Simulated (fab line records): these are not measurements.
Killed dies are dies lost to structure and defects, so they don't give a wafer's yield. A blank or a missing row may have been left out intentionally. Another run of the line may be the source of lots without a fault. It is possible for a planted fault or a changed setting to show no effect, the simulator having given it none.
Chamber matching | flow sky130 | 3 sister chambers for SKY_CONTACT_CVD_00 on pecvd-04
The step deposits Si3N4, target thk 75 nm. 6 wafers are shown with their chamber, then 7 later ones without.

## WAFERS PAIRED WITH THEIR CHAMBERS
wafer  | chamber | heaterPowerW (W)
L669.4 | 1       | 625
L672.2 | 2       | 824
L673.5 | 0       | 742
L673.6 | 1       | 624
L681.1 | 2       | 857
L681.5 | 0       | 704

## WAFERS WHOSE CHAMBER IS MISSING
wafer  | heaterPowerW (W)
L681.6 | 860
L682.1 | 817
L682.4 | 839
L682.5 | 774
L685.1 | 919
L685.3 | 725
L685.5 | 903

## CHAMBER TAKEN BY EACH
wafer  | from the rows above     | in truth
L681.6 | 2                       | 2
L682.1 | 2                       | 2
L682.4 | 2                       | 2
L682.5 | can't be placed: 0 or 2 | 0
L685.1 | 2                       | 2
L685.3 | 0                       | 0
L685.5 | 2                       | 2
Placed correctly: 6 of 7. These rows do not allow placing 1 (true chamber among the candidates in 1). Number placed wrongly: 0.
How it was worked out, from the rows above alone: a wafer's distance from a chamber is the root of the sum, over the readings, of the square of ((its reading less the chamber's mean) divided by the reading's scatter). The wafer belongs to the nearest chamber; if the next one is less than 2 further off, it can't be placed. For every chamber, the mean is computed from those of its wafers that are shown. The scatter: the root of (the sum of the squares of (reading less its chamber's mean) over the shown wafers, divided by (wafers less chambers)).
